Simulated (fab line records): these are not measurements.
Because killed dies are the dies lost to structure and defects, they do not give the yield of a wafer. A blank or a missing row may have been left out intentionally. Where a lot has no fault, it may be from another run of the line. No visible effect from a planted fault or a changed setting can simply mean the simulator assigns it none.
Split-lot experiment :: flow sky130 :: on a route of 708 steps: 5 lots, 23 wafers read

## ON THE SPLIT
At SKY_VIA4_CMP_02 (polishes SiO2), the setting leave above ref nm was moved away from the recipe's 580 nm on 6 of the 23 wafers read, by +3.4% to +7.0%. For the rest of the wafers, this setting stayed at what the recipe calls for.

The reading is taken at the split's own step.

## THE READING
SiO2_of_VIA4_HDPCVD_00.thk nm (the simulator's own value, which no gauge read), in nm, at SKY_VIA4_CMP_02 (polishes SiO2). No usual value for it is given in the file. Average 581.4 nm, standard deviation 1.3 nm, over the 17 wafers here run with the recipe.

wafer: L074.4
tool, chamber at the split: cmp-02, 3
leave above ref nm as run, nm: 580
against the recipe: recipe
SiO2_of_VIA4_HDPCVD_00.thk nm, nm: 583.8
against lot-mates on the recipe: -

wafer: L074.2
tool, chamber at the split: cmp-02, 1
leave above ref nm as run, nm: 580
against the recipe: recipe
SiO2_of_VIA4_HDPCVD_00.thk nm, nm: 578.9
against lot-mates on the recipe: -

wafer: L074.5
tool, chamber at the split: cmp-02, 3
leave above ref nm as run, nm: 580
against the recipe: recipe
SiO2_of_VIA4_HDPCVD_00.thk nm, nm: 582.3
against lot-mates on the recipe: -

wafer: L076.2
tool, chamber at the split: cmp-01, 3
leave above ref nm as run, nm: 580
against the recipe: recipe
SiO2_of_VIA4_HDPCVD_00.thk nm, nm: 583.5
against lot-mates on the recipe: -

wafer: L076.1
tool, chamber at the split: cmp-01, 0
leave above ref nm as run, nm: 580
against the recipe: recipe
SiO2_of_VIA4_HDPCVD_00.thk nm, nm: 582
against lot-mates on the recipe: -

wafer: L076.4
tool, chamber at the split: cmp-01, 1
leave above ref nm as run, nm: 599.8
against the recipe: +3.4%
SiO2_of_VIA4_HDPCVD_00.thk nm, nm: 602.3
against lot-mates on the recipe: +20.1

wafer: L076.6
tool, chamber at the split: cmp-01, 2
leave above ref nm as run, nm: 580
against the recipe: recipe
SiO2_of_VIA4_HDPCVD_00.thk nm, nm: 581
against lot-mates on the recipe: -

wafer: L076.5
tool, chamber at the split: cmp-01, 3
leave above ref nm as run, nm: 599.8
against the recipe: +3.4%
SiO2_of_VIA4_HDPCVD_00.thk nm, nm: 602.9
against lot-mates on the recipe: +20.7

wafer: L081.3
tool, chamber at the split: cmp-01, 0
leave above ref nm as run, nm: 603
against the recipe: +4.0%
SiO2_of_VIA4_HDPCVD_00.thk nm, nm: 602.9
against lot-mates on the recipe: +22.1

wafer: L081.1
tool, chamber at the split: cmp-01, 2
leave above ref nm as run, nm: 603
against the recipe: +4.0%
SiO2_of_VIA4_HDPCVD_00.thk nm, nm: 602.4
against lot-mates on the recipe: +21.6

wafer: L081.2
tool, chamber at the split: cmp-01, 3
leave above ref nm as run, nm: 580
against the recipe: recipe
SiO2_of_VIA4_HDPCVD_00.thk nm, nm: 581.3
against lot-mates on the recipe: -

wafer: L081.5
tool, chamber at the split: cmp-01, 0
leave above ref nm as run, nm: 580
against the recipe: recipe
SiO2_of_VIA4_HDPCVD_00.thk nm, nm: 580.3
against lot-mates on the recipe: -

wafer: L081.6
tool, chamber at the split: cmp-01, 1
leave above ref nm as run, nm: 580
against the recipe: recipe
SiO2_of_VIA4_HDPCVD_00.thk nm, nm: 580.9
against lot-mates on the recipe: -

wafer: L083.1
tool, chamber at the split: cmp-01, 1
leave above ref nm as run, nm: 580
against the recipe: recipe
SiO2_of_VIA4_HDPCVD_00.thk nm, nm: 583.3
against lot-mates on the recipe: -

wafer: L083.2
tool, chamber at the split: cmp-01, 2
leave above ref nm as run, nm: 580
against the recipe: recipe
SiO2_of_VIA4_HDPCVD_00.thk nm, nm: 580
against lot-mates on the recipe: -

wafer: L083.3
tool, chamber at the split: cmp-01, 3
leave above ref nm as run, nm: 580
against the recipe: recipe
SiO2_of_VIA4_HDPCVD_00.thk nm, nm: 582.1
against lot-mates on the recipe: -

wafer: L083.4
tool, chamber at the split: cmp-01, 0
leave above ref nm as run, nm: 580
against the recipe: recipe
SiO2_of_VIA4_HDPCVD_00.thk nm, nm: 580.6
against lot-mates on the recipe: -

wafer: L083.6
tool, chamber at the split: cmp-01, 2
leave above ref nm as run, nm: 580
against the recipe: recipe
SiO2_of_VIA4_HDPCVD_00.thk nm, nm: 580.2
against lot-mates on the recipe: -

wafer: L085.4
tool, chamber at the split: cmp-02, 3
leave above ref nm as run, nm: 580
against the recipe: recipe
SiO2_of_VIA4_HDPCVD_00.thk nm, nm: 582.2
against lot-mates on the recipe: -

wafer: L085.1
tool, chamber at the split: cmp-02, 0
leave above ref nm as run, nm: 620.7
against the recipe: +7.0%
SiO2_of_VIA4_HDPCVD_00.thk nm, nm: 621.8
against lot-mates on the recipe: +40.5

wafer: L085.2
tool, chamber at the split: cmp-02, 2
leave above ref nm as run, nm: 580
against the recipe: recipe
SiO2_of_VIA4_HDPCVD_00.thk nm, nm: 580
against lot-mates on the recipe: -

wafer: L085.6
tool, chamber at the split: cmp-02, 3
leave above ref nm as run, nm: 620.7
against the recipe: +7.0%
SiO2_of_VIA4_HDPCVD_00.thk nm, nm: 623.4
against lot-mates on the recipe: +42.1

wafer: L085.5
tool, chamber at the split: cmp-02, 0
leave above ref nm as run, nm: 580
against the recipe: recipe
SiO2_of_VIA4_HDPCVD_00.thk nm, nm: 581.6
against lot-mates on the recipe: -

THE FIT
A straight line over all 23 wafers: SiO2_of_VIA4_HDPCVD_00.thk nm changes by +5.82 nm for each +1% of leave above ref nm; r = +0.99; the points scatter about the line by 1.4 nm.
The same after taking each lot's own level away (the mean of its wafers on the recipe; 23 wafers): +5.83 nm for each +1%; r = +1.00; scatter 1.2 nm.
That fit puts the effect of the largest move of leave above ref nm on the reading at 41 nm.
The lots' own levels span 580.83 to 582.17 nm, that is 1.0 times the standard deviation above.
The two slopes are in agreement: the lot-to-lot level therefore moves the slope only a little.
Check: +41.1 nm against its lot-mates is what the line predicts for one of the wafers moved furthest among these (+7.0%) when that wafer is left out of the fit. It came out at +40.5 nm against them.

## OTHER SPLITS APPLIED TO THESE WAFERS
These wafers also went through other splits before the reading. Each is held against what the fit with the lots' levels taken away leaves over:
other split on the same wafers: SKY_VIA2_ETCH_14 time s
wafers away from the commonest value: 11
r with SiO2_of_VIA4_HDPCVD_00.thk nm (lot level and that fit taken away): -0.12

other split on the same wafers: SKY_CAPM_COAT_07 spin rpm
wafers away from the commonest value: 6
r with SiO2_of_VIA4_HDPCVD_00.thk nm (lot level and that fit taken away): -0.21

other split on the same wafers: SKY_METAL3_EXPOSE_10 dose mj
wafers away from the commonest value: 11
r with SiO2_of_VIA4_HDPCVD_00.thk nm (lot level and that fit taken away): +0.06

other split on the same wafers: SKY_VIA3_HDPCVD_00 sih4 flow sccm
wafers away from the commonest value: 8
r with SiO2_of_VIA4_HDPCVD_00.thk nm (lot level and that fit taken away): +0.15

other split on the same wafers: SKY_METAL4_EXPOSE_10 dose mj
wafers away from the commonest value: 9
r with SiO2_of_VIA4_HDPCVD_00.thk nm (lot level and that fit taken away): +0.04

## THE FILE'S OWN FIT
SiO2_of_VIA4_HDPCVD_00.thk nm changes by +5.82 nm for each +1% of leave above ref nm, r = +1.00.
